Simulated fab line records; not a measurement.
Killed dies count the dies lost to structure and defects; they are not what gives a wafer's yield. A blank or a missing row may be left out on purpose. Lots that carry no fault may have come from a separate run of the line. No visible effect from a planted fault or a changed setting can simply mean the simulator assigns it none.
A lot that was struck, set against a sound lot	flow sky130	18 out of 708 route steps
Sound: these wafers, L510.1, L510.2, L510.4. Wafers L525.2, L525.3, L525.5 were the ones struck. The cause is named last.
Order at every step that has rows: each side's tool, ch and its chambers, its first start. Under that, the readings that differ: sound wafers	struck wafers	difference of the means	sigmas: that difference in standard deviations of wafers without a fault.
alike: readings with means less than 2 such deviations apart, plus words and numbers identical on both sides. not compared: withheld readings, readings lacking a value on some wafer, bounds such as >300 that could conceal the same value, and numbers that have no deviation in the record and whose values overlap.
A row with sigmas, a row that says differs or no value, or rows on one side alone: a step with any of these is where the two part. When numbers do not overlap yet have no deviation, they are printed without sigmas and do not part them. Lack of a reading on every wafer of one side parts them only where that side has two or more wafers.

first, 2 steps without rows for these wafers: SKY_CONTACT_PEB_12; SKY_CONTACT_DEVELOP_13 (develop time 60 s).
SKY_CONTACT_CD_MEAS_14 targets a cd of 170 nm.
  struck on cd_sem-02, day 36 15:26; sound on cd_sem-02, day 31 12:10
reading	sound	struck	difference	sigmas
cd_nm (nm)	172.2 171.3 172.4	168.0 168.4 168.3	-3.7	-2
SKY_CONTACT_OVL_MEAS_15:
  struck on overlay-02, day 36 15:32; sound on overlay-01, day 31 12:17
  alike: CONTACT_OVL
SKY_CONTACT_ETCH_16: etches BARC in N2/H2, stops on SiO2, time 45.9 s, target depth 60 nm.
  sound on rie_diel-03 ch 0,1,3, day 31 12:20; struck on rie_diel-01 ch 1,3, day 36 15:34
  alike: drypump_motor_current_A, oes_product_au, throttle_valve_pct
  not compared: rf_hours_counter_h
SKY_CONTACT_ETCH_17: etches SiO2 in C4F8/O2/Ar, stops on Si3N4, target depth 340 nm.
  sound on rie_diel-03 ch 0,1,3, day 31 12:22; struck on rie_diel-01 ch 1,3, day 36 15:37
  alike: oes_product_au
then, 1 step without rows for these wafers: SKY_CONTACT_ETCH_18 (etches Si3N4 in CHF3/O2, stops on TiN, time 39 s, target depth 75 nm).
SKY_CONTACT_STRIP_19: strips in O2/N2.
  sound on plasma_asher-03 ch 0,1, day 31 12:28; struck on plasma_asher-03 ch 0,1, day 36 15:42
  alike: drypump_motor_current_A, oes_product_au, strip_time_to_endpoint_s
  not compared: rf_hours_counter_h
then, 3 steps without rows for these wafers: SKY_CONTACT_STRIP_20 (strips in post etch residue remover, time 1200 s); SKY_CONTACT_CLEAN_21 (cleans in IPA, time 180 s); SKY_CONTACT_CLEAN_22 (cleans in O3/DIW).
SKY_CONTACT_SPUTTER_23: material TiN, target thk 20 nm, time 80 s.
  struck on pvd_sputter-01, day 36 16:17; sound on pvd_sputter-01, day 31 13:04
  alike: throttle_valve_pct
SKY_CONTACT_CVD_24: deposits W, target thk 340 nm, time 102.12 s.
  sound on cvd_w-01 ch 0,1, day 31 13:08; struck on cvd_w-01 ch 1, day 36 16:21
reading	sound	struck	difference	sigmas
model.W_of_CONTACT_CVD_24.thk_nm (nm)	340.4 344.9 341.7	459.8 459.2 457.6	+116.5	
  alike: heater_power_w
SKY_CONTACT_RS_MEAS_25: a four-point-probe measurement.
  struck on film_metro-02, day 36 16:29; sound on film_metro-01, day 31 13:14
reading	sound	struck	difference	sigmas
CONTACT_W_RS (ohm/sq)	0.338 0.333 0.337	0.249 0.249 0.250	-0.087	-23
SKY_CONTACT_THK_MEAS_26: measures by xrf.
  struck on film_metro-02, day 36 16:35; sound on film_metro-01, day 31 13:22
reading	sound	struck	difference	sigmas
CONTACT_W_THK (nm)	346 351 347	463 463 460	+114	+16
SKY_CONTACT_CMP_27: polishes, stops on SiO2, t overpolish 15 s, target thk 0 nm.
  sound on cmp-02 ch 0,1,3, day 31 13:25; struck on cmp-02 ch 0,2, day 36 16:42
reading	sound	struck	difference	sigmas
time_to_endpoint_s (s)	75 83 77	106 107 109	+29	+8
  alike: edge_zone_pressure_frac, motor_current_A
SKY_METAL1_SPUTTER_00: material Ti, target thk 15 nm, time 10 s.
  struck on pvd_sputter-02, day 36 16:58; sound on pvd_sputter-03, day 31 13:43
  alike: throttle_valve_pct
-- the record jumps here: 13 days lie between the struck wafers' starts before and after (it left off in module METAL1 and takes up again in module PAD_OPEN, whose first step shown is number 708 of the route) --
SKY_PAD_OPEN_PROBE_99:
  rows exist in the record for the struck wafers here (prober-02, day 49 14:11), but not for the sound ones

## WHERE THEY PART
At SKY_CONTACT_CD_MEAS_14 first; at SKY_PAD_OPEN_PROBE_99 last (within this record only).

WHY: what had been put in by the simulator
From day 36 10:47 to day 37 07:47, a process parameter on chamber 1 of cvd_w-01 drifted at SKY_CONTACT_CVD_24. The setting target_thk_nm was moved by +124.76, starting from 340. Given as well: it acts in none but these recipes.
